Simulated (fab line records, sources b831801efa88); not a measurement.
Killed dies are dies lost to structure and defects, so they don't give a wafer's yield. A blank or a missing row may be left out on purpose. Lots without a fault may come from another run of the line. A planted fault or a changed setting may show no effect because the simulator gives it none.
Chamber matching | flow gf180mcu | GF_POLY_GATE_ETCH_13 on rie_si-02: 4 sister chambers
The step etches poly-Si in HBr/Cl2, stops on SiO2, target depth 198.5 nm, time 69.6 s. 14 wafers are shown with their chamber, then 7 later ones without.

WAFERS WITH THEIR CHAMBER
wafer  | chamber | drypump_motor_current_A (A) | throttle_valve_pct (%) | HBr_flow_sccm (sccm)
L544.1 | 0       | 5.6                         | 33.678                 | 149.7
L544.2 | 1       | 5.2                         | 33.685                 | 150.3
L544.4 | 3       | 5.5                         | 33.665                 | 149.7
L546.3 | 1       | 5.2                         | 33.670                 | 149.9
L546.5 | 2       | 5.5                         | 33.671                 | 150.3
L546.6 | 3       | 5.5                         | 33.673                 | 149.0
L547.1 | 1       | 5.2                         | 33.678                 | 149.4
L547.2 | 0       | 5.5                         | 33.698                 | 150.0
L547.6 | 2       | 5.5                         | 33.689                 | 150.0
L550.1 | 2       | 5.5                         | 33.676                 | 149.9
L550.2 | 0       | 5.5                         | 33.693                 | 150.3
L550.4 | 1       | 5.2                         | 33.683                 | 150.0
L551.2 | 0       | 5.6                         | 33.701                 | 149.9
L551.3 | 3       | 5.5                         | 33.661                 | 149.4

SIGNATURES (means of the wafers above)
reading                 | chamber 0 | chamber 1 | chamber 2 | chamber 3 | scatter within a chamber
drypump_motor_current_A | 5.550     | 5.200     | 5.500     | 5.500     | 0.0316
throttle_valve_pct      | 33.69250  | 33.67900  | 33.67867  | 33.66633  | 0.00833
HBr_flow_sccm           | 149.975   | 149.900   | 150.067   | 149.367   | 0.307
Rule: a wafer's distance from a chamber is the root of the sum, over the readings, of the square of ((its reading less the chamber's mean) divided by the reading's scatter). The wafer belongs to the nearest chamber; if the next one is less than 2 further off, it can't be placed. The scatter: the root of (the sum of the squares of (reading less its chamber's mean) over the shown wafers, divided by (wafers less chambers)).

WAFERS WITHOUT THEIR CHAMBER
wafer  | drypump_motor_current_A (A) | throttle_valve_pct (%) | HBr_flow_sccm (sccm)
L551.5 | 5.2                         | 33.674                 | 150.7
L556.4 | 5.2                         | 33.689                 | 150.1
L556.5 | 5.5                         | 33.696                 | 149.7
L556.6 | 5.5                         | 33.681                 | 150.0
L558.2 | 5.5                         | 33.682                 | 150.4
L558.4 | 5.2                         | 33.685                 | 149.9
L558.5 | 5.2                         | 33.690                 | 149.9

WHICH CHAMBER EACH WENT THROUGH
wafer  | from the rows above          | in truth
L551.5 | 1                            | 1
L556.4 | 1                            | 1
L556.5 | can't be placed: 0 or 2 or 3 | 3
L556.6 | can't be placed: 2 or 0      | 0
L558.2 | can't be placed: 2 or 0      | 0
L558.4 | 1                            | 1
L558.5 | 1                            | 1
Placed correctly: 4 of 7. Can't be placed from these rows: 3 (the true chamber is among the candidates in 3). Placed wrongly: 0.
